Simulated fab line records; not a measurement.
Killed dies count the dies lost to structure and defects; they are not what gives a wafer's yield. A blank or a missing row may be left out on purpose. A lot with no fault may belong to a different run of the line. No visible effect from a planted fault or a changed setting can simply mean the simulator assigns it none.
8D (eight disciplines) problem report, filled in by code    flow gf180mcu    the parts of the form that need people (team, actions taken, sign-off) are left out

1. THE ISSUE
developer_temp_C at GF_MVPSD_DEVELOP_06 reads a mean of 23.93 C on 6 wafers of 2 lots; wafers without a fault read 23.01 C with a standard deviation of 0.11. Measured from the usual mean, that is +8.3 standard deviations.
The step: develop time 60 s.
Earliest sighting: wafer L664.3 on litho_track-02 at day 6 21:00. Wafers with a number at this step in the record: 42, from 14 lots. By rule, "out" or "out of limits" means more than 4 standard deviations away from the usual mean. Any other wafer with a number is counted as sound.

2. WHAT IT IS, WHAT IT ISN'T
question                     is                      is not
which readings at this step  developer_temp_C        -
which lots                   L664, L665              L657, L658, L659, L662, L667, L670, L674, L676, L677, L678, L679, L680
which wafers of those lots   all that have a number  -
read on which tools          litho_track-02          litho_track-01, litho_track-03
when                         from day 6 21:00        up to then (12 sound wafers); but 24 sound wafers of L667, L670, L674, L676, L677, L678, L679, L680 came after

3. SUSPECTS, AND WHAT RULES EACH OUT
Counting: a tool stays on the suspect list if, at a process step up to the reading, it processed all lots that are out and no sound lot following the first of them.
- plasma_asher-01 at GF_MVSD_STRIP_10 (strips in O2/N2): ruled out as a lasting fault. Sound lots L667, L670, L676, L678 ran on it after its first lot that is out, L664 (day 6 06:08).
- litho_track-02 at GF_MVPSD_DEVELOP_06 (develop time 60 s): ruled out as a lasting fault. Sound lots L679 ran on it after its first lot that is out, L664 (day 6 21:00).
Left after counting: nothing in the record.

4. THE CAUSE (what the simulator had put in)
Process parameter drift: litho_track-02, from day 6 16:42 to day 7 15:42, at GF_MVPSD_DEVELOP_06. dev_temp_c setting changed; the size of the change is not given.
Counting ruled it out, wrongly.

5. THE EFFECT CHAIN, in route order
Rows list readings where the struck wafers' mean (over those with a number) sits beyond 3 standard deviations from the usual. Scope: only readings with a usual standard deviation given in the record; hours: median across lots of the time from each lot's start at the first step in this table that gives one to its start at this step; sigmas: change in usual standard deviations.
hours  step                 reading           usual    on struck wafers  change  sigmas
0      GF_MVPSD_DEVELOP_06  developer_temp_C  23.01 C  23.93             +0.92   +8.3
Its process steps:
- GF_MVPSD_DEVELOP_06: develop time 60 s.
At these later measuring or inspecting steps, every struck wafer for which the step has a row has a number for every such reading, and none has moved that far: GF_VT_IMPLANT_TW_MEAS_10.

6. WHAT WOULD HAVE CAUGHT IT SOONER
The fault began at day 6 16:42; the first out-of-limits reading in this record came at day 6 21:00, 4 hours later.
